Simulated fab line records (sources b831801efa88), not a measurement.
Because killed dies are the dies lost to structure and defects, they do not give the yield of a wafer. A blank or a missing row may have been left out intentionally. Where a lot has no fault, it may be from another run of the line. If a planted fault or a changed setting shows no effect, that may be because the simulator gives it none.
Which tool was responsible? + flow gf180mcu + 36 wafers from 12 lots sampled at 5 of the route's 602 steps

WHAT THE GAUGES SHOWED, per wafer
GF_PASSIVATION_THK_MEAS_01. Usual: for PASSIVATION_CVD_00_THK the level is 1004 nm and the standard deviation is 17.
| lot  | measured     | on            | PASSIVATION_CVD_00_THK (nm) | flag |
|------|--------------|---------------|-----------------------------|------|
| L802 | day 28 00:37 | film metro-03 | 1024 1014 1018              |      |
| L803 | day 28 06:26 | film metro-03 | 995 1023 1021               |      |
| L810 | day 30 16:59 | film metro-02 | 992 1012 1029               |      |
| L809 | day 30 19:55 | film metro-03 | 1016 978 1026               |      |
| L811 | day 31 00:47 | film metro-03 | 994 1011 1007               |      |
| L813 | day 31 09:40 | film metro-04 | 996 964 1023                |      |
| L815 | day 31 22:25 | film metro-02 | 1102 1124 1115              | OFF  |
| L818 | day 32 17:34 | film metro-02 | 1099 1119 1123              | OFF  |
| L820 | day 33 04:03 | film metro-03 | 1120 1107 1127              | OFF  |
| L819 | day 33 05:56 | film metro-04 | 961 980 1021                |      |
| L824 | day 34 04:04 | film metro-02 | 1009 1011 1023              |      |
| L825 | day 34 11:25 | film metro-02 | 1009 1030 1012              |      |

GF_PASSIVATION_THK_MEAS_03. Usual: for PASSIVATION_CVD_02_THK the level is 702 nm and the standard deviation is 10.
| lot  | measured     | on            | PASSIVATION_CVD_02_THK (nm) | flag |
|------|--------------|---------------|-----------------------------|------|
| L802 | day 28 00:58 | film metro-04 | 691 703 700                 |      |
| L803 | day 28 06:47 | film metro-04 | 698 701 724                 |      |
| L810 | day 30 17:20 | film metro-02 | 707 721 709                 |      |
| L809 | day 30 20:16 | film metro-02 | 706 694 712                 |      |
| L811 | day 31 01:08 | film metro-04 | 706 711 710                 |      |
| L813 | day 31 10:01 | film metro-04 | 699 697 698                 |      |
| L815 | day 31 22:46 | film metro-02 | 701 695 712                 |      |
| L818 | day 32 17:55 | film metro-02 | 690 716 721                 |      |
| L820 | day 33 04:23 | film metro-03 | 691 689 706                 |      |
| L819 | day 33 06:19 | film metro-03 | 716 700 724                 |      |
| L824 | day 34 04:24 | film metro-04 | 687 704 701                 |      |
| L825 | day 34 11:46 | film metro-03 | 683 699 699                 |      |

EACH LOT AND THE TOOL THAT RAN IT (in order: tool; ch and the chambers of the sampled wafers; start)
| lot  | GF_TOP_METAL_METAL_ETCH_16        | GF_PASSIVATION_CVD_00           | GF_PASSIVATION_CVD_02           |
|------|-----------------------------------|---------------------------------|---------------------------------|
| L802 | rie metal-02 ch 0,1, day 27 23:49 | pecvd-01 ch 1,2, day 28 00:31   | pecvd-03 ch 0,2, day 28 00:39   |
| L803 | rie metal-04 ch 1, day 28 05:29   | pecvd-02 ch 0,1,2, day 28 06:21 | pecvd-03 ch 0,2, day 28 06:29   |
| L810 | rie metal-03 ch 0,1, day 30 16:13 | pecvd-02 ch 0,1,2, day 30 16:53 | pecvd-01 ch 0,1, day 30 17:01   |
| L809 | rie metal-02 ch 0,1, day 30 19:07 | pecvd-01 ch 0,1,2, day 30 19:50 | pecvd-03 ch 0,1,2, day 30 19:58 |
| L811 | rie metal-04 ch 0,1, day 30 23:58 | pecvd-02 ch 0,1,2, day 31 00:41 | pecvd-01 ch 0,1,2, day 31 00:50 |
| L813 | rie metal-02 ch 0,1, day 31 08:52 | pecvd-03 ch 1,2, day 31 09:35   | pecvd-01 ch 0,1,2, day 31 09:44 |
| L815 | rie metal-04 ch 0,1, day 31 21:40 | pecvd-02 ch 0,1,2, day 31 22:19 | pecvd-01 ch 0,1, day 31 22:28   |
| L818 | rie metal-03 ch 0,1, day 32 16:46 | pecvd-02 ch 0,1,2, day 32 17:28 | pecvd-01 ch 0,1,2, day 32 17:36 |
| L820 | rie metal-02 ch 0,1, day 33 03:14 | pecvd-02 ch 0,1,2, day 33 03:58 | pecvd-03 ch 0,1,2, day 33 04:07 |
| L819 | rie metal-04 ch 0,1, day 33 05:07 | pecvd-03 ch 0,1,2, day 33 05:50 | pecvd-01 ch 1,2, day 33 05:59   |
| L824 | rie metal-03 ch 0,1, day 34 03:13 | pecvd-03 ch 0,1, day 34 03:59   | pecvd-02 ch 0,2, day 34 04:07   |
| L825 | rie metal-04 ch 0,1, day 34 10:34 | pecvd-01 ch 1,2, day 34 11:19   | pecvd-03 ch 0,2, day 34 11:28   |
- GF_TOP_METAL_METAL_ETCH_16: etches the open film in Cl2/BCl3, stops on SiO2, target depth 1197 nm, time 199.5 s.
- GF_PASSIVATION_CVD_00: deposits SiO2 from TEOS, target thk 1000 nm, time 111.95 s.
- GF_PASSIVATION_CVD_02: deposits Si3N4, target thk 700 nm, time 486.18 s.

WHAT THE TOOLS THEMSELVES READ (means of the sampled wafers that have a number; where no wafer has one, the mark that the record gives instead)
GF_TOP_METAL_METAL_ETCH_16. Usual: drypump motor current A 5.3 A, standard deviation 0.45; mfc cl2 sccm 80.00 sccm, standard deviation 0.24; oes product au 0.987 a.u., standard deviation 0.0072; throttle valve pct 28.232 %, standard deviation 0.011.
| lot  | tool         | drypump motor current A (A) | mfc cl2 sccm (sccm) | oes product au (a.u.) | throttle valve pct (%) | flag |
|------|--------------|-----------------------------|---------------------|-----------------------|------------------------|------|
| L802 | rie metal-02 | 5.2                         | 79.86               | 0.993                 | 28.228                 |      |
| L803 | rie metal-04 | 5.3                         | 79.76               | 0.991                 | 28.236                 |      |
| L810 | rie metal-03 | 5.8                         | 79.93               | 0.994                 | 28.228                 |      |
| L809 | rie metal-02 | 5.2                         | 80.08               | 0.988                 | 28.234                 |      |
| L811 | rie metal-04 | 4.9                         | 80.01               | 0.984                 | 28.235                 |      |
| L813 | rie metal-02 | 5.2                         | 80.03               | 0.979                 | 28.236                 |      |
| L815 | rie metal-04 | 5.0                         | 80.34               | 0.990                 | 28.223                 |      |
| L818 | rie metal-03 | 6.0                         | 80.04               | 0.985                 | 28.231                 |      |
| L820 | rie metal-02 | 5.2                         | 79.77               | 0.987                 | 28.228                 |      |
| L819 | rie metal-04 | 5.1                         | 79.81               | 0.986                 | 28.232                 |      |
| L824 | rie metal-03 | 6.0                         | 79.99               | 0.982                 | 28.235                 |      |
| L825 | rie metal-04 | 4.9                         | 79.96               | 0.986                 | 28.233                 |      |

GF_PASSIVATION_CVD_00. Usual: heater power outer w 422 W, standard deviation 60; heater power w 708 W, standard deviation 83; rf fwd power W 596.7 W, standard deviation 2.1.
| lot  | tool     | heater power outer w (W) | heater power w (W) | rf fwd power W (W) | flag |
|------|----------|--------------------------|--------------------|--------------------|------|
| L802 | pecvd-01 | 466                      | 816                | 595.9              |      |
| L803 | pecvd-02 | 483                      | 742                | 598.5              |      |
| L810 | pecvd-02 | 412                      | 647                | 598.2              |      |
| L809 | pecvd-01 | 433                      | 753                | 596.6              |      |
| L811 | pecvd-02 | 470                      | 724                | 595.9              |      |
| L813 | pecvd-03 | 420                      | 696                | 595.0              |      |
| L815 | pecvd-02 | 417                      | 653                | 838.2              | OFF  |
| L818 | pecvd-02 | 416                      | 649                | 837.5              | OFF  |
| L820 | pecvd-02 | 386                      | 610                | 836.1              | OFF  |
| L819 | pecvd-03 | 395                      | 693                | 595.7              |      |
| L824 | pecvd-03 | 394                      | 656                | 596.6              |      |
| L825 | pecvd-01 | 423                      | 744                | 597.0              |      |

GF_PASSIVATION_CVD_02. Usual: heater power outer w 458 W, standard deviation 62; heater power w 766 W, standard deviation 84; rf fwd power W 449.5 W, standard deviation 1.3.
| lot  | tool     | heater power outer w (W) | heater power w (W) | rf fwd power W (W) | flag |
|------|----------|--------------------------|--------------------|--------------------|------|
| L802 | pecvd-03 | 440                      | 801                | 449.6              |      |
| L803 | pecvd-03 | 382                      | 716                | 450.2              |      |
| L810 | pecvd-01 | 427                      | 748                | 449.0              |      |
| L809 | pecvd-03 | 431                      | 735                | 449.8              |      |
| L811 | pecvd-01 | 470                      | 791                | 450.4              |      |
| L813 | pecvd-01 | 474                      | 819                | 450.3              |      |
| L815 | pecvd-01 | 434                      | 754                | 450.1              |      |
| L818 | pecvd-01 | 454                      | 799                | 451.2              |      |
| L820 | pecvd-03 | 442                      | 763                | 448.9              |      |
| L819 | pecvd-01 | 483                      | 813                | 448.2              |      |
| L824 | pecvd-02 | 479                      | 753                | 448.7              |      |
| L825 | pecvd-03 | 438                      | 800                | 450.6              |      |

THE ANSWER, worked out from the rows above alone
Rule: take the mean of a lot's wafers that have a number; if it is more than 3 standard deviations from the usual mean, the lot is off. A lot without any number at a reading at which 4 lots or more have one is off too. The other lots that the step has rows for count as sound. After the gauges, taken in route order, come the tools' own readings; for these a lot's mean is taken, as printed above. At the first step where some lot is off, the reading lying furthest off is the one used; lots without a number count as furthest.
Off: at GF_PASSIVATION_THK_MEAS_01 (PASSIVATION_CVD_00_THK), L815, L818, L820.
If a tool, at a process step before that reading, ran all the lots that are off and no sound lot after the first of them, it fits. The gauges at GF_PASSIVATION_THK_MEAS_01 aren't tried: what is off there is off at GF_PASSIVATION_CVD_00 too, on other tools, and a gauge's error can't cause that. One fits: pecvd-02 at GF_PASSIVATION_CVD_00. A fault onset in the window from L811 (day 31 00:41, its last sound lot) to L815 (day 31 22:19, its first lot off) fits.
The tool's own readings at GF_PASSIVATION_CVD_00 bear it out: on the lots that are off they differ by more than 5 times the standard deviation of the sound lots' means. rf fwd power W reads 837.3 W there against 596.6 W on the sound lots.

WHAT HAD BEEN PUT IN BY THE SIMULATOR
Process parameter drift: pecvd-02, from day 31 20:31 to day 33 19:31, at GF_PASSIVATION_CVD_00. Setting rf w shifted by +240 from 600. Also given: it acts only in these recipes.
Lots struck among those shown: L815, L818, L820. This agrees with what the rule above found.
